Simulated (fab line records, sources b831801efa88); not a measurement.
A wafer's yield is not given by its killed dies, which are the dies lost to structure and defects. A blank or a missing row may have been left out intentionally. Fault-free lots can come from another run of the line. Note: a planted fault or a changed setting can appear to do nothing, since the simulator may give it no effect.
Which tool did it? | flow gf180mcu | 45 wafers from 15 lots sampled at 6 of the route's 602 steps

== WHAT THE GAUGES SHOWED, per wafer ==
GF_STI_THK_MEAS_04.
lot  | measured    | on            | STI_CVD_03_THK (nm)
L621 | day 2 00:44 | film metro-01 | 205.4 206.4 205.6
L622 | day 2 04:35 | film metro-03 | 207.9 206.6 205.9
L624 | day 2 14:35 | film metro-01 | 204.7 206.2 208.4
L625 | day 2 20:50 | film metro-03 | 207.3 207.7 207.4
L626 | day 3 00:34 | film metro-03 | 207.8 207.7 209.1
L627 | day 3 05:57 | film metro-01 | 205.8 205.6 205.4
L628 | day 3 10:34 | film metro-03 | 210.4 210.0 209.2
L630 | day 3 20:34 | film metro-03 | 205.8 209.0 204.8
L631 | day 4 01:45 | film metro-01 | 210.2 210.8 210.8
L632 | day 4 07:25 | film metro-04 | 203.8 202.5 202.2
L633 | day 4 13:56 | film metro-04 | 204.9 204.0 206.6
L634 | day 4 17:05 | film metro-01 | 206.3 207.7 209.4
L638 | day 5 12:59 | film metro-03 | 209.5 208.9 209.0
L641 | day 6 05:21 | film metro-01 | 207.1 206.0 205.7
L642 | day 6 08:43 | film metro-01 | 207.0 206.3 207.6

GF_NWELL_OVL_MEAS_07.
lot  | measured    | on         | NWELL_OVL (nm)
L621 | day 3 19:01 | overlay-02 | -1.9 -2.6 -0.6
L622 | day 3 21:32 | overlay-01 | 1.6 1.0 1.2
L624 | day 4 02:24 | overlay-02 | -0.4 0.7 0.3
L625 | day 5 12:58 | overlay-01 | 0.6 -0.7 -1.0
L626 | day 5 13:32 | overlay-02 | 1.5 -0.6 -0.5
L627 | day 5 16:56 | overlay-01 | 0.8 1.1 2.9
L628 | day 5 17:24 | overlay-01 | 1.1 1.0 1.4
L630 | day 5 18:08 | overlay-02 | 0.2 -1.2 -2.2
L631 | day 5 21:32 | overlay-01 | -0.1 0.4 -0.6
L632 | day 6 03:29 | overlay-01 | 0.1 -1.3 0.6
L633 | day 6 15:29 | overlay-01 | -0.2 0.8 -0.6
L634 | day 6 18:14 | overlay-01 | -1.6 -2.3 -2.9
L638 | day 7 15:50 | overlay-01 | -3.5 -3.7 -3.0
L641 | day 8 15:11 | overlay-01 | -2.2 -0.4 0.0
L642 | day 8 15:19 | overlay-02 | -1.6 -2.0 -0.1

GF_LVPWELL_OVL_MEAS_07.
lot  | measured    | on         | LVPWELL_OVL (nm)
L621 | day 4 02:14 | overlay-01 | 1.2 -0.3 -0.9
L622 | day 4 02:57 | overlay-01 | 1.6 0.3 1.2
L624 | day 4 09:56 | overlay-02 | -1.9 -3.9 -2.8
L625 | day 6 03:41 | overlay-02 | -0.2 -2.0 -1.9
L626 | day 6 04:26 | overlay-02 | 2.5 -0.6 0.5
L627 | day 6 08:18 | overlay-02 | 0.0 0.5 -0.1
L628 | day 6 08:38 | overlay-02 | -1.4 0.5 1.5
L630 | day 6 08:44 | overlay-01 | -0.1 -0.6 -1.8
L631 | day 6 12:18 | overlay-02 | - - -
L632 | day 6 18:35 | overlay-01 | - - -
L633 | day 7 07:14 | overlay-02 | - - -
L634 | day 7 09:24 | overlay-02 | 0.1 -1.0 -1.5
L638 | day 8 08:06 | overlay-01 | -1.1 0.6 -1.0
L641 | day 9 08:20 | overlay-02 | 1.4 0.6 0.0
L642 | day 9 08:41 | overlay-01 | -2.2 -2.1 -1.5

GF_MVPSD_TW_MEAS_11.
lot  | measured     | on            | MVPSD_TW
L621 | day 5 00:09  | film metro-03 | 557 557 556
L622 | day 5 00:56  | film metro-04 | 554 557 557
L624 | day 5 14:59  | film metro-02 | 550 551 549
L625 | day 7 11:29  | film metro-02 | 548 547 552
L626 | day 7 12:11  | film metro-02 | 551 550 548
L627 | day 7 16:31  | film metro-03 | 557 555 553
L628 | day 7 16:47  | film metro-02 | 552 549 550
L630 | day 7 17:08  | film metro-04 | 557 557 554
L631 | day 7 20:00  | film metro-04 | 690 697 698
L632 | day 8 02:17  | film metro-04 | 700 697 700
L633 | day 8 15:58  | film metro-04 | 701 700 701
L634 | day 8 19:10  | film metro-02 | 547 549 547
L638 | day 9 19:50  | film metro-03 | 562 563 560
L641 | day 10 21:53 | film metro-02 | 547 547 544
L642 | day 10 22:12 | film metro-02 | 546 546 549

GF_VT_IMPLANT_TW_MEAS_10.
lot  | measured     | on            | VT_IMPLANT_TW
L621 | day 5 14:45  | film metro-02 | 556 560 558
L622 | day 5 15:40  | film metro-01 | 563 563 562
L624 | day 6 06:43  | film metro-02 | 558 551 556
L625 | day 8 03:42  | film metro-02 | 556 557 556
L626 | day 8 04:10  | film metro-01 | 563 565 561
L627 | day 8 08:20  | film metro-02 | 559 557 556
L628 | day 8 09:58  | film metro-02 | 555 555 559
L630 | day 8 10:16  | film metro-01 | 565 563 564
L631 | day 8 12:56  | film metro-04 | 706 707 702
L632 | day 8 19:04  | film metro-01 | 695 697 699
L633 | day 9 08:47  | film metro-04 | 704 704 702
L634 | day 9 12:45  | film metro-04 | 569 567 568
L638 | day 10 14:06 | film metro-04 | 572 568 569
L641 | day 11 16:52 | film metro-02 | 557 557 561
L642 | day 11 17:10 | film metro-02 | 557 556 556

== WHICH TOOL RAN EACH LOT (tool, then ch and the chambers of the sampled wafers, then the start) ==
lot  | GF_LVPWELL_COAT_02
L621 | litho track-01 ch 0, day 3 22:48
L622 | litho track-03 ch 0, day 4 00:31
L624 | litho track-03 ch 0, day 4 05:25
L625 | litho track-04 ch 0, day 5 20:07
L626 | litho track-01 ch 0, day 5 20:50
L627 | litho track-04 ch 0, day 6 00:41
L628 | litho track-04 ch 0, day 6 01:17
L630 | litho track-03 ch 0, day 6 01:50
L631 | litho track-01, day 6 04:36
L632 | litho track-04, day 6 10:41
L633 | litho track-01, day 6 23:11
L634 | litho track-03 ch 0, day 7 01:22
L638 | litho track-03 ch 0, day 7 23:55
L641 | litho track-03 ch 0, day 8 23:43
L642 | litho track-04 ch 0, day 9 00:13
- GF_LVPWELL_COAT_02: resist thk 3000 nm.

== WHAT THE TOOLS THEMSELVES READ (means of the sampled wafers that have a number; where no wafer has one, the mark that the record gives instead) ==
GF_LVPWELL_COAT_02.
lot  | tool           | chill plate temp C (C) | dispense pressure kPa (kPa)
L621 | litho track-01 | 22.99                  | 54
L622 | litho track-03 | 23.03                  | 52
L624 | litho track-03 | 22.96                  | 52
L625 | litho track-04 | 22.99                  | 44
L626 | litho track-01 | 23.10                  | 54
L627 | litho track-04 | 23.21                  | 44
L628 | litho track-04 | 23.00                  | 44
L630 | litho track-03 | 22.95                  | 52
L631 | litho track-01 | -                      | -
L632 | litho track-04 | -                      | -
L633 | litho track-01 | -                      | -
L634 | litho track-03 | 23.06                  | 52
L638 | litho track-03 | 23.04                  | 52
L641 | litho track-03 | 22.85                  | 52
L642 | litho track-04 | 23.03                  | 44

== THE ANSWER, worked out from the rows above alone ==
Rule: what is usual is taken from the lots themselves. The widest of any qualifying gaps counts: lots, ordered by their means at a reading, are off when they make up no more than a third of the lots, leave a main group of 4 or more, and stand apart from it by 3 or more times the standard deviation of that group's means. A main group whose means are all the same, to the digits that the tables above print for the reading, isn't used. Also off: a lot with no number at a reading for which 4 or more lots have one. Any other lot the step has rows for is counted as sound. First the gauges in route order, then the tools' own readings, where a lot's mean is used as printed above. The first step at which some lot is off is used, and at that step the reading that is off furthest; a lot without a number counts as furthest.
Off: at GF_LVPWELL_OVL_MEAS_07 (LVPWELL_OVL), L631, L632, L633. Without a number there: L631, L632, L633. The main group has a mean of -0.5 nm with a standard deviation of 1.1.
A tool fits if, at a process step before that reading, it ran every lot that is off, and no sound lot after the first of them. The gauges at GF_LVPWELL_OVL_MEAS_07 aren't tried: what is off there is off at GF_MVPSD_TW_MEAS_11 too, on other tools, and a gauge's error can't cause that. Of those tried, none fits.

== WHAT THE SIMULATOR HAD PUT IN ==
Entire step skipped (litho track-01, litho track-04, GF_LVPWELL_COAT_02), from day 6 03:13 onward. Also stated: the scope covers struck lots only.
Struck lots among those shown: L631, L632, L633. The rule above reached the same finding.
